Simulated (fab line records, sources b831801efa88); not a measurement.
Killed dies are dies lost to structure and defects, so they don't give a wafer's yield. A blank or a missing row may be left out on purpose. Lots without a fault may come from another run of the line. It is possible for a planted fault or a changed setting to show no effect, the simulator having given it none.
What tool caused it?    flow gf180mcu    11 lots with 33 wafers sampled at 4 steps, on a route of 602 steps

## WHAT THE GAUGES SHOWED, per wafer
GF_V3_CD_MEAS_14: the cd target is 260 nm.
lot   measured      on         cd_nm (nm)
L802  day 22 08:08  cd_sem-02  262.3 262.0 261.4
L804  day 22 21:25  cd_sem-02  259.8 258.9 261.3
L806  day 23 18:56  cd_sem-02  260.8 260.5 260.9
L808  day 24 18:08  cd_sem-02  260.1 260.3 260.0
L809  day 25 02:22  cd_sem-02  258.2 257.9 259.7
L810  day 25 06:05  cd_sem-01  259.8 259.2 259.4
L812  day 25 22:35  cd_sem-02  257.4 258.1 259.1
L814  day 26 15:45  cd_sem-02  260.2 260.2 259.7
L816  day 27 05:45  cd_sem-02  261.2 260.7 259.8
L817  day 27 10:11  cd_sem-02  259.0 258.8 259.9
L825  day 29 08:37  cd_sem-02  258.1 258.8 259.5

GF_V3_RS_MEAS_24: a four-point-probe measurement.
lot   measured      on             V3_W_RS (ohm/sq)
L802  day 22 09:10  film_metro-03  0.320 0.318 0.316
L804  day 22 22:27  film_metro-02  0.320 0.323 0.326
L806  day 23 19:58  film_metro-02  0.329 0.324 0.323
L808  day 24 19:10  film_metro-03  0.325 0.328 0.328
L809  day 25 03:23  film_metro-03  0.324 0.330 0.328
L810  day 25 07:07  film_metro-01  0.326 0.331 0.326
L812  day 25 23:38  film_metro-01  0.327 0.323 0.324
L814  day 26 16:47  film_metro-02  0.327 0.330 0.328
L816  day 27 06:56  film_metro-02  0.211 0.213 0.212
L817  day 27 11:20  film_metro-03  0.213 0.212 0.212
L825  day 29 09:40  film_metro-03  0.322 0.320 0.322

GF_V3_THK_MEAS_25: measures by xrf.
lot   measured      on             V3_W_THK (nm)
L802  day 22 09:17  film_metro-03  359 360 365
L804  day 22 22:33  film_metro-02  372 368 365
L806  day 23 20:05  film_metro-02  358 363 363
L808  day 24 19:17  film_metro-03  356 352 353
L809  day 25 03:31  film_metro-03  353 345 350
L810  day 25 07:13  film_metro-01  366 360 368
L812  day 25 23:44  film_metro-01  364 370 367
L814  day 26 16:54  film_metro-02  364 359 361
L816  day 27 07:02  film_metro-02  - - -
L817  day 27 11:27  film_metro-03  537 547 545
L825  day 29 09:45  film_metro-03  355 358 354

## EACH LOT AND THE TOOL THAT RAN IT (in order: tool; ch and the chambers of the sampled wafers; start)
lot   GF_V3_CVD_23
L802  cvd_w-01 ch 0,1, day 22 09:04
L804  cvd_w-02 ch 0,1, day 22 22:20
L806  cvd_w-02 ch 0,1, day 23 19:51
L808  cvd_w-02 ch 0,1, day 24 19:03
L809  cvd_w-02 ch 0,1, day 25 03:17
L810  cvd_w-02 ch 0,1, day 25 06:59
L812  cvd_w-01 ch 0,1, day 25 23:29
L814  cvd_w-02 ch 0,1, day 26 16:40
L816  cvd_w-02 ch 0, day 27 06:43
L817  cvd_w-02 ch 0, day 27 11:06
L825  cvd_w-01 ch 0,1, day 29 09:32
- GF_V3_CVD_23: deposits W, target thk 350 nm, time 104.9 s.

## AS READ BY THE TOOLS THEMSELVES (means over the sampled wafers that have a number; for cases with no such wafer, the mark the record gives instead)
GF_V3_CVD_23.
lot   tool      heater_power_outer_w (W)  heater_power_w (W)  susceptor_temp_C (C)
L802  cvd_w-01  494                       832                 399.95
L804  cvd_w-02  512                       821                 399.85
L806  cvd_w-02  508                       840                 400.09
L808  cvd_w-02  506                       809                 399.92
L809  cvd_w-02  518                       830                 399.83
L810  cvd_w-02  508                       840                 399.94
L812  cvd_w-01  491                       837                 399.90
L814  cvd_w-02  501                       821                 399.87
L816  cvd_w-02  484                       790                 399.59
L817  cvd_w-02  476                       794                 400.07
L825  cvd_w-01  504                       826                 399.81

## THE ANSWER, worked out from the rows above alone
Rule: what is usual is taken from the lots themselves. The widest of any qualifying gaps counts: lots, ordered by their means at a reading, are off when they make up no more than a third of the lots, leave a main group of 4 or more, and stand apart from it by 3 or more times the standard deviation of that group's means. The tables above print the reading to a certain number of digits; a main group whose means all agree to those digits is not used. A lot without any number at a reading at which 4 lots or more have one is off too. The other lots that the step has rows for count as sound. Order of review: gauges by route order, followed by the tools' own readings, for which a lot's mean as printed above is used. The first step at which some lot is off is used, and at that step the reading that is off furthest; a lot without a number counts as furthest.
Off: at GF_V3_RS_MEAS_24 (V3_W_RS), L816, L817. The main group has a mean of 0.325 ohm/sq with a standard deviation of 0.0032.
A tool fits if, at a process step before that reading, it ran every lot that is off, and no sound lot after the first of them. The gauges at GF_V3_RS_MEAS_24 are tried like those tools. One fits: cvd_w-02 at GF_V3_CVD_23. Its last sound lot is L814 (day 26 16:40), its first lot that is off L816 (day 27 06:43): a fault that began between those two fits.

## WHAT HAD BEEN PUT IN BY THE SIMULATOR
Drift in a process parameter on cvd_w-02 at GF_V3_CVD_23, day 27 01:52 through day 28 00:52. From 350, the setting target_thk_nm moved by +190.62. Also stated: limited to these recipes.
Lots struck among those shown: L816, L817. Same finding as the rule above.
